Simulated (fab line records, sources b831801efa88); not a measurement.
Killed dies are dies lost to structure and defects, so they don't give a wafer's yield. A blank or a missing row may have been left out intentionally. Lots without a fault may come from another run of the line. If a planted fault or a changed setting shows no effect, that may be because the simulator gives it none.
fab line records | flow sfq_line
[record] lots = 15 wafers = 44 last_day = 81
route steps=325 shown I0@45 M1@68 I1@84 M3@128
lots untouched by any fault: they come from a run of this same line in which no faults occurred
start_h: start of the lot's first displayed wafer, in hours after the record's first day | wait_h: hours from the lot's prior step to this one | " same as the row above | L1.1+2: a single row standing in for several wafers | - no value, or no start was given | * or withheld: withheld | < > ~ a bound
route shown NAME@n: NAME is a module with steps in the file, n the number in the route of the first one | usual: mean and standard deviation over wafers with no fault | same: alike in all rows | chamber/n: place in a boat | sites: readings site by site | _std_site: how widely they spread, as a standard deviation | _edge_site: outer sites' mean less inner sites' | radius_mm: for every site, how far away it sits from the centre of the wafer | mask NAME#n: copy n | behind: the tool/chamber that last shaped the wafer | hold: why the lot was held/for how many hours/how that ended | device: the transistor (n, p or np) that didn't switch | end of line: at the end of the route, the tests of the same wafers | for a step that has no rows: nothing shown but its recipe | killed: not the wafer's yield, but the dies lost to structure and defects at the first sort | map: a wafer's dies, marking killed ones x, the rest . and places with no die _
set.NAME: the setting the step ran with; set.NAME@STEP: the setting that earlier step ran with | model.NAME: the simulator's own value behind a step, which no gauge read
route steps across a sampled set of lots; one table per step, one row per wafer
services: a tool's chamber out of use, with start hour (start_h, from the record's first day; less than 0 if before it), hours out, and reason
[[steps]]
[step SFQ_I0_BOW_MEAS_907]
[recipe] mode = bow
[usual] I0_BOW = 1/7
// columns lot.wafer tool chamber start_h wait_h I0_BOW[um]
L822.3 film_metro-02 - 267.68 1.5 0
L822.4 " - " " -10
L822.5 " - " " 3
L823.1 film_metro-01 - 282.10 1.0 4
L823.5 " - " " -5
L823.6 " - " " 5
L824.2 film_metro-03 - 297.12 1.5 1
L824.3 " - " " -4
L824.5 " - " " 0
L825.4 film_metro-02 - 300.07 1.1 14
L825.5 " - " " 2
L825.6 " - " " 11
L826.3 film_metro-01 - 300.16 2.1 -5
L826.4 " - " " 4
L826.5 " - " " 5
L827.1 film_metro-02 - 303.01 2.5 8
L827.3 " - " " 2
L827.6 " - " " 4
L829.1 film_metro-02 - 306.01 2.0 4
L829.3 " - " " -3
L829.5 " - " " -4
L830.1 film_metro-01 - 306.10 1.0 11
L830.3 " - " " 12
L830.4 " - " " 14
L831.1 film_metro-01 - 309.01 2.5 19
L831.4 " - " " 0
L831.5 " - " " -2
L832.2 film_metro-02 - 312.03 1.0 1
L832.3 " - " " -3
L832.6 " - " " -5
L834.1 film_metro-02 - 315.01 2.0 -8
L834.2 " - " " -6
L834.6 " - " " 5
L837.1 film_metro-01 - 318.10 1.0 4
L837.5 " - " " -6
L837.6 " - " " 8
L839.2 film_metro-01 - 321.12 2.0 14
L839.3 " - " " 4
L839.5 " - " " 12
L841.2 film_metro-03 - 327.03 1.5 -7
L841.3 " - " " 1
L842.1 film_metro-03 - 330.01 2.5 4
L842.4 " - " " -10
L842.5 " - " " 0
[step SFQ_M1_OVL_MEAS_911]
[usual] M1_OVL = 8/5.2
// columns lot.wafer tool chamber start_h wait_h M1_OVL[nm]
L822.3 overlay-02 - 382.83 0.1 12
L822.4 " - " " 9
L822.5 " - " " 10
L823.1 overlay-01 - 391.22 0.1 6
L823.5 " - " " 3
L823.6 " - " " 6
L824.2 overlay-02 - 401.12 0.1 -3
L824.3 " - " " 0
L824.5 " - " " 7
L825.4 overlay-02 - 409.48 0.1 1
L825.5 " - " " 2
L825.6 " - " " 1
L826.3 overlay-02 - 410.68 0.1 -2
L826.4 " - " " -3
L826.5 " - " " -1
L827.1 overlay-02 - 413.64 0.1 9
L827.3 " - " " 7
L827.6 " - " " 0
L829.1 overlay-01 - 420.79 0.1 13
L829.3 " - " " 14
L829.5 " - " " 16
L830.1 overlay-01 - 421.99 0.1 4
L830.3 " - " " 2
L830.4 " - " " 11
L831.1 overlay-01 - 424.98 0.1 9
L831.4 " - " " 8
L831.5 " - " " 10
L832.2 overlay-01 - 430.21 0.1 9
L832.3 " - " " -2
L832.6 " - " " 8
L834.1 overlay-01 - 432.60 0.1 6
L834.2 " - " " 5
L834.6 " - " " 2
L837.1 overlay-02 - 440.66 0.1 10
L837.5 " - " " 8
L837.6 " - " " 11
L839.2 overlay-01 - 443.06 0.1 8
L839.3 " - " " 10
L839.5 " - " " 10
L841.2 overlay-01 - 452.59 0.1 14
L841.3 " - " " 16
L842.1 overlay-01 - 455.58 0.1 11
L842.4 " - " " 12
L842.5 " - " " 9
[step SFQ_TRILAYER_I1_VIA_BARC_OPEN_VIA_ETCH_071]
[recipe] mask_material = PR chemistry = O2 target_depth_nm = 125 target = BARC source_w = 500 bias_w = 80 pressure_mtorr = 30 time_s = 41.7
[usual] drypump_motor_current_A = 5.7/0.58 oes_product_au = 0.685/0.0047 run_length_s = 70.3/0.44
// columns lot.wafer tool chamber start_h wait_h drypump_motor_current_A oes_product_au rf_hours_counter_h run_length_s
L822.3 rie_diel-04 0 540.43 0.0 6.2 0.680 13 70.8
L822.4 " 2 " " 6.1 0.683 72 70.2
L822.5 " 1 " " 5.4 0.688 - 70.7
L823.1 rie_diel-01 1 552.43 0.0 4.8 0.683 1 70.2
L823.5 " 0 " " 6.6 0.691 - 69.4
L823.6 " 3 " " 4.9 0.683 - 70.2
L824.2 rie_diel-03 2 563.16 0.0 6.4 0.683 1 70.6
L824.3 " 1 " " 5.6 0.677 6 70.4
L824.5 " 2 " " 6.4 0.688 - 70.6
L825.4 rie_diel-01 2 571.68 0.0 5.1 0.687 5 70.2
L825.5 " 3 " " 4.9 0.680 - 69.9
L825.6 " 2 " " 5.1 0.682 - 70.7
L826.3 rie_diel-04 1 575.28 0.0 5.4 0.679 73 70.8
L826.4 " 0 " " 6.1 0.681 14 70.4
L826.5 " 0 " " 6.1 0.682 - 70.5
L827.1 rie_diel-03 3 581.28 0.0 5.0 0.688 2 70.3
L827.3 " 1 " " 5.5 0.681 6 69.8
L827.6 " 2 " " 6.4 0.683 - 70.7
L829.1 rie_diel-03 0 587.75 0.0 6.4 0.683 15 71.0
L829.3 " 1 " " 5.6 0.683 6 70.0
L829.5 " 0 " " 6.4 0.681 - 70.7
L830.1 rie_diel-01 2 588.95 0.0 5.1 0.674 5 70.3
L830.3 " 1 " " 4.8 0.688 2 69.8
L830.4 " 0 " " 6.6 0.675 4 69.6
L831.1 rie_diel-04 1 592.55 0.0 5.4 0.682 73 70.4
L831.4 " 0 " " 6.1 0.688 14 71.0
L831.5 " 0 " " 6.1 0.676 - 70.7
L832.2 rie_diel-01 0 597.35 0.0 6.6 0.685 4 69.2
L832.3 " 3 " " 4.9 0.693 55 69.8
L832.6 " 3 " " 4.9 0.687 - 70.6
L834.1 rie_diel-03 1 600.95 0.0 5.6 0.682 7 69.7
L834.2 " 2 " " 6.4 0.677 2 70.8
L834.6 " 1 " " 5.6 0.677 - 69.9
L837.1 rie_diel-04 0 605.75 0.0 6.1 0.689 15 70.9
L837.5 " 3 " " 5.6 0.752 - 65.9
L837.6 " 2 " " 6.1 0.689 - 70.0
L839.2 rie_diel-04 1 608.15 0.0 5.4 0.686 74 70.6
L839.3 " 2 " " 6.1 0.739 74 66.0
L839.5 " 1 " " 5.4 0.750 - 66.0
L841.2 rie_diel-04 1 610.55 0.0 5.4 0.685 74 70.7
L841.3 " 2 " " 6.1 0.753 74 65.5
L842.1 rie_diel-03 3 611.75 0.0 5.0 0.687 2 70.2
L842.4 " 2 " " 6.4 0.683 2 70.9
L842.5 " 1 " " 5.6 0.687 - 69.8
[step SFQ_M3_OVL_MEAS_921]
[usual] M3_OVL = 0/4.9
// columns lot.wafer tool chamber start_h wait_h M3_OVL[nm]
L822.3 overlay-01 - 692.57 0.1 -1
L822.4 " - " " -4
L822.5 " - " " -3
L823.1 overlay-01 - 707.46 0.1 -4
L823.5 " - " " -5
L823.6 " - " " -9
L824.2 overlay-02 - 715.87 0.1 -2
L824.3 " - " " 8
L824.5 " - " " 8
L825.4 overlay-01 - 728.48 0.1 -4
L825.5 " - " " -1
L825.6 " - " " -4
L826.3 overlay-01 - 733.28 0.1 -7
L826.4 " - " " -5
L826.5 " - " " -8
L827.1 overlay-01 - 782.97 0.1 0
L827.3 " - " " 6
L827.6 " - " " -6
L829.1 overlay-01 - 908.58 0.1 0
L829.3 " - " " 1
L829.5 " - " " 0
L830.1 overlay-01 - 911.73 0.1 3
L830.3 " - " " 2
L830.4 " - " " 1
L831.1 overlay-02 - 915.33 0.1 -1
L831.4 " - " " 4
L831.5 " - " " 3
L832.2 overlay-02 - 1037.86 0.1 -10
L832.3 " - " " -4
L832.6 " - " " -3
L834.1 overlay-01 - 1040.25 0.1 0
L834.2 " - " " -6
L834.6 " - " " -7
L837.1 overlay-02 - 1049.85 0.1 13
L837.5 " - " " 7
L837.6 " - " " 8
L839.2 overlay-02 - 1053.46 0.1 -5
L839.3 " - " " -2
L839.5 " - " " -4
L841.2 overlay-02 - 1057.06 0.1 1
L841.3 " - " " 6
L842.1 overlay-01 - 1059.45 0.1 4
L842.4 " - " " -8
L842.5 " - " " 2
[[services]]
// columns tool chamber start_h hours kind
rie_diel-04 0 557.24 2.5 repair
rie_diel-01 - 601.46 15.6 pm
rie_diel-04 0 608.31 15.2 repair
[[key]]
[first_sign] step = SFQ_TRILAYER_I1_VIA_BARC_OPEN_VIA_ETCH_071 reading = oes_product_au direction = up sigmas = 13 usual = 0.685 struck = 0.748
[effect] step = SFQ_TRILAYER_I1_VIA_BARC_OPEN_VIA_ETCH_071 reading = run_length_s direction = down sigmas = 10 usual = * struck = *
met_at SFQ_TRILAYER_I1_VIA_BARC_OPEN_VIA_ETCH_071
struck_lots L837,L839,L841
struck_wafers L837.5,L839.3,L839.5,L841.3
not_acting_at SFQ_I0_BOW_MEAS_907,SFQ_M1_OVL_MEAS_911,SFQ_M3_OVL_MEAS_921
onset_between 592.55 605.75
[fault] kind = process_parameter_drift tool = rie_diel-04 chamber = - onset_h = 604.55 steps = SFQ_TRILAYER_I1_VIA_BARC_OPEN_VIA_ETCH_071 channel = time_s offset = * shape = step end_h = 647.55 scope = struck_wafers_only acts_in = * stated = *
